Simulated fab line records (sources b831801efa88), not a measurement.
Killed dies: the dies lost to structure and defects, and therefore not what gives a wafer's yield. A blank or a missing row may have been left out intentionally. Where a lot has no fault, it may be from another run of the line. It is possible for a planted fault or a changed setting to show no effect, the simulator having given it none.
fab line records	flow sky130
[record] lots = 13	wafers = 39	last_day = 50
route steps=708 shown VIA2@521 PAD_OPEN@708
lots that met no fault: taken from a fault-free run of the same line
start_h: hours from the record's opening day to when the first of the lot's shown wafers began	wait_h: hours from the lot's prior step to this one	" unchanged from the row above	L1.1+2: one row covering several wafers at once	- no value, or no start was given	* or withheld: withheld	< > ~ a bound
route shown NAME@n: names a module that has steps shown in the file, with the first one's number in the route	usual: mean and standard deviation over wafers with no fault	same: alike in all rows	chamber/n: place in a boat	sites: each site's reading	_std_site: how widely they spread, as a standard deviation	_edge_site: inner sites' mean taken away from outer sites' mean	radius_mm: how far each site lies from the wafer's centre	mask NAME#n: copy n	behind: the tool/chamber that last shaped the wafer	hold: the reason the lot was held/the length of the hold in hours/how it ended	device: the transistor (n, p or np) that didn't switch	end of line: the route-end tests of the same wafers	where a step has no rows: the recipe by itself	killed: dies that structure and defects cost at the first sort, which is not the same as the wafer's yield	map: per-die view of a wafer (x killed, . not killed, _ where there is no die)
set.NAME: the setting the step ran with; set.NAME@STEP: the setting that earlier step ran with	model.NAME: the simulator's own value behind a step, which no gauge read
steps of the route over a sample of lots; a table a step, a row a wafer
services: when a tool's chamber went out of use (start_h, in hours from the record's first day, below 0 if earlier), for how many hours, and the reason
[[steps]]
[step SKY_VIA2_ETCH_14]
[recipe] chemistry = N2/H2	target = BARC	ion_energy_ev = 200	source_w = 500	bias_w = 100	pressure_mtorr = 30	n2_flow_sccm = 100	h2_flow_sccm = 200	stop_on = SiO2	time_s = 45.9	target_depth_a = 600
[usual] drypump_motor_current_A = 5.6/0.41	oes_product_au = 0.850/0.0044	rf_fwd_power_W = 494.8/2	throttle_valve_pct = 13.226/0.01
[same] time_s = 45.9
lot.wafer	tool	chamber	start_h	wait_h	drypump_motor_current_A	oes_product_au	rf_fwd_power_W	rf_hours_counter_h	throttle_valve_pct
L539.2	rie_diel-01	3	847.66	0.0	5.2	0.850	494.9	16	13.237
L539.3	"	2	"	"	4.9	0.842	492.9	19	13.239
L539.6	"	1	"	"	6.2	0.844	498.9	-	13.243
L540.2	rie_diel-01	1	858.24	0.0	6.2	0.851	496.2	5	13.225
L540.4	"	2	"	"	4.9	0.852	492.2	19	13.227
L540.5	"	3	"	"	5.2	0.845	494.8	-	13.226
L541.2	rie_diel-02	2	867.59	0.0	5.6	0.847	496.9	16	13.221
L541.3	"	1	"	"	5.8	0.850	493.9	2	13.215
L541.6	"	0	"	"	5.2	0.853	495.2	-	13.242
L542.2	rie_diel-04	2	880.39	0.0	6.4	0.850	495.5	3	13.235
L542.5	"	2	"	"	6.4	0.855	497.4	-	13.230
L542.6	"	1	"	"	6.0	0.860	495.3	-	13.225
L543.1	rie_diel-04	1	888.16	0.0	6.0	0.848	497.5	9	13.215
L543.2	"	0	"	"	5.7	0.846	496.7	14	13.210
L543.3	"	2	"	"	6.4	0.854	496.9	3	13.227
L545.4	rie_diel-02	3	897.09	0.0	5.3	0.848	491.6	13	13.237
L545.5	"	2	"	"	5.6	0.845	496.3	-	13.228
L545.6	"	3	"	"	5.3	0.856	491.4	-	13.221
L546.1	rie_diel-02	0	906.21	0.0	5.2	0.844	491.5	10	13.223
L546.2	"	3	"	"	5.3	0.849	495.3	14	13.220
L546.3	"	1	"	"	5.8	0.853	491.4	3	13.213
L547.1	rie_diel-04	3	922.44	0.0	6.0	0.843	493.6	6	13.235
L547.3	"	1	"	"	6.0	0.849	494.8	11	13.241
L547.6	"	0	"	"	5.7	0.842	495.6	-	13.230
L549.1	rie_diel-01	3	927.71	0.0	5.2	0.857	494.8	19	13.237
L549.5	"	0	"	"	5.7	0.850	494.0	-	13.244
L549.6	"	3	"	"	5.2	0.857	494.4	-	13.231
L550.1	rie_diel-04	3	936.11	0.0	6.0	0.852	496.5	6	13.225
L550.4	"	2	"	"	6.4	0.843	499.3	5	13.239
L550.6	"	0	"	"	5.7	0.854	495.0	-	13.218
L559.1	rie_diel-01	1	998.29	0.0	6.2	0.851	418.5	9	13.211
L559.2	"	2	"	"	4.9	0.852	493.9	23	13.234
L559.4	"	0	"	"	5.7	0.852	492.0	4	13.222
L561.4	rie_diel-02	0	1007.89	0.0	5.2	0.848	494.2	13	13.225
L561.5	"	2	"	"	5.6	0.847	497.5	-	13.244
L561.6	"	3	"	"	5.3	0.857	493.9	-	13.230
L562.4	rie_diel-02	3	1013.33	0.0	5.3	0.849	493.4	-	13.218
L562.5	"	2	"	"	5.6	0.851	497.0	-	13.220
L562.6	"	1	"	"	5.9	0.843	492.0	-	13.233
[step SKY_PAD_OPEN_PROBE_99]
[usual] defect_limited_yield = 82.6/1.9	killed_at_M0_to_M3 = 42/7	killed_at_M4_up = 3.2/1.6	killed_at_contacts = 24/5.8	killed_at_front_end = 16/4.3	killed_at_other = 0.3/0.62	killed_dies = 86/9.5	killed_open = 46/6.4	killed_short = 39/6.3	sort_bin_3_pad_short = 0.9/0.43	sort_bin_5_function = 10.5/1.4	sort_bin_6_memory = 6.1/1.2	sort_n_pass = 406/9.5	sort_yield_pct = 82.6/1.9
[same] gross_dies = 492	killed_at_back_side = 0	sort_bin_4_leakage[%] = 0	sort_bin_8_speed[%] = 0
lot.wafer	tool	chamber	start_h	wait_h	defect_limited_yield[%]	killed_at_M0_to_M3	killed_at_M4_up	killed_at_contacts	killed_at_front_end	killed_at_other	killed_dies	killed_open	killed_short	sort_bin_3_pad_short[%]	sort_bin_5_function[%]	sort_bin_6_memory[%]	sort_n_pass	sort_yield_pct[%]
L543.1	prober-02	-	1107.41	0.1	80.9	53	5	21	14	1	94	46	47	1.8	10.6	6.7	398	80.9
L543.2	prober-02	-	1107.46	0.1	81.1	54	5	20	13	1	93	52	39	1.0	10.2	7.7	399	81.1
L543.3	prober-02	-	1107.51	0.2	82.7	39	1	27	18	0	85	38	47	1.2	10.4	5.7	407	82.7
L547.1	prober-01	-	1136.47	0.1	82.7	41	4	26	14	0	85	44	41	0.8	10.0	6.5	407	82.7
L547.3	prober-01	-	1136.57	0.2	83.9	37	3	29	9	1	79	38	41	0.8	7.9	7.3	413	83.9
L547.6	prober-01	-	1136.72	0.2	82.1	43	5	22	18	0	88	55	31	0.4	10.8	6.7	404	82.1
// killed by level:class
L543.1 VIA1:geometric_particle:open=13 CONTACT:geometric_particle:open=7 METAL1:geometric_particle:short=7 VIA2:geometric_particle:open=7 VIA3:geometric_particle:short=5 LI_CONTACT:geometric_particle:open=5 METAL2:geometric_particle:short=5 VIA3:geometric_particle:open=5
L543.2 VIA1:geometric_particle:open=14 LI_CONTACT:geometric_particle:open=9 VIA3:geometric_particle:open=8 METAL1:geometric_particle:short=6 METAL2:geometric_particle:short=6 VIA2:geometric_particle:open=6 FIELD_ISO:geometric_particle:open=5 CONTACT:geometric_particle:short=4
L543.3 CONTACT:geometric_particle:short=9 VIA3:geometric_particle:open=8 FIELD_ISO:geometric_particle:short=7 LI_CONTACT:geometric_particle:open=6 CONTACT:geometric_particle:open=6 VIA1:geometric_particle:open=6 POLY_GATE:geometric_particle:short=5 VIA2:geometric_particle:open=5
L547.1 VIA1:geometric_particle:open=14 CONTACT:geometric_particle:open=8 LI_CONTACT:geometric_particle:open=6 CONTACT:geometric_particle:short=5 LOCAL_INTERCONNECT:geometric_particle:short=5 METAL2:geometric_particle:short=5 POLY_GATE:geometric_particle:open=4 METAL1:geometric_particle:short=4
L547.3 CONTACT:geometric_particle:open=11 VIA1:geometric_particle:open=8 METAL2:geometric_particle:short=8 LOCAL_INTERCONNECT:geometric_particle:short=6 CONTACT:geometric_particle:short=5 METAL1:geometric_particle:short=5 VIA2:geometric_particle:open=5 LI_CONTACT:geometric_particle:open=4
L547.6 VIA1:geometric_particle:open=10 CONTACT:geometric_particle:open=8 LI_CONTACT:geometric_particle:open=6 METAL1:geometric_particle:short=6 VIA2:geometric_particle:open=6 METAL1:geometric_particle:open=5 FIELD_ISO:geometric_particle:open=4 FIELD_ISO:geometric_particle:short=4
[[services]]
tool	chamber	start_h	hours	kind
rie_diel-01	0	838.04	-	clean
rie_diel-01	0	838.04	19.0	scheduled_down
rie_diel-01	0	838.04	19.0	vent_cycle
rie_diel-02	3	854.72	22.4	repair
rie_diel-02	1	856.98	4.5	repair
rie_diel-04	3	868.28	8.9	repair
rie_diel-02	-	928.71	2.8	pm
rie_diel-02	0	947.24	4.7	repair
rie_diel-02	0	1008.15	14.0	repair
[[key]]
[first_sign] step = SKY_VIA2_ETCH_14	reading = rf_fwd_power_W	direction = down	sigmas = 37	usual = 494.8	struck = 418.5
effect none on later readings
met_at SKY_VIA2_ETCH_14
struck_lots L559
struck_wafers L559.1
onset_between 858.24 998.29
[fault] kind = process_parameter_drift	tool = rie_diel-01	chamber = 1	onset_h = 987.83	steps = SKY_VIA2_ETCH_14	channel = source_w	offset = -80	shape = step	end_h = 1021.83	acts_in = these_recipes_only	stated = 500
